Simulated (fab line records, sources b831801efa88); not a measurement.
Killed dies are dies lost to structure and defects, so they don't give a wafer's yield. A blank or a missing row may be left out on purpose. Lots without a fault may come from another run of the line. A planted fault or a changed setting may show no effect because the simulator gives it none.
Problem report in the 8D (eight disciplines) form, filled by code | flow gf180mcu | the parts of the form that need people (team, actions taken, sign-off) are left out

1. THE PROBLEM
developer_temp_C at GF_V3_DEVELOP_13 reads a mean of 20.14 C on 9 wafers of 3 lots; wafers without a fault read 21.00 C with a standard deviation of 0.12. That is -7.1 standard deviations from the usual mean.
The step: develop time 60 s.
First seen on wafer L242.1, day 28 19:39, on litho_track-03. The record holds 39 wafers of 13 lots with a number at this step. Rule for "out", or "out of limits": more than 4 standard deviations from the usual mean. The other wafers with a number count as sound.

2. WHAT IT IS AND WHAT IT IS NOT
question                    | is                     | is not
which readings at this step | developer_temp_C       | chill_plate_temp_C
which lots                  | L242, L246, L247       | L224, L228, L230, L231, L232, L233, L234, L235, L236, L237
which wafers of those lots  | all that have a number | -
read on which tools         | litho_track-03         | litho_track-01, litho_track-02
when                        | from day 28 19:39      | up to then (30 sound wafers)

3. SUSPECTS, AND WHAT RULES EACH OUT
Counting: a tool at a process step up to the reading stays a suspect if it ran every lot that is out and no sound lot after the first of them.
- litho_track-03 at GF_V3_DEVELOP_13 (develop time 60 s): kept. It ran every lot that is out, first L242 (day 28 19:39), and no sound lot after that; its last sound lot up to then is L237 (day 26 22:45). Its own readings are out on those wafers: developer_temp_C.
Left after counting: litho_track-03 at GF_V3_DEVELOP_13.

4. THE CAUSE (what the simulator had put in)
Process parameter drift: litho_track-03, from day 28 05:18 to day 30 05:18, at GF_V3_DEVELOP_13. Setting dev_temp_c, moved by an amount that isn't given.
Counting left only this tool.

5. THE CHAIN OF EFFECTS, in route order
Each row: a reading whose mean over the struck wafers that have a number lies more than 3 standard deviations from the usual. Only readings for which the record gives a usual standard deviation are gone through. hours: the time from each lot's start at the first step in this table that gives one to its start at this step, as a median over the lots. sigmas: the change in usual standard deviations.
hours | step             | reading          | usual   | on struck wafers | change | sigmas
0     | GF_V3_DEVELOP_13 | developer_temp_C | 21.00 C | 20.14            | -0.86  | -7.1
The process steps in it:
- GF_V3_DEVELOP_13: develop time 60 s.

6. WHAT WOULD HAVE CAUGHT IT SOONER
In this record the first reading out of limits was taken at day 28 19:39, 14 hours after the fault began at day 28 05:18.
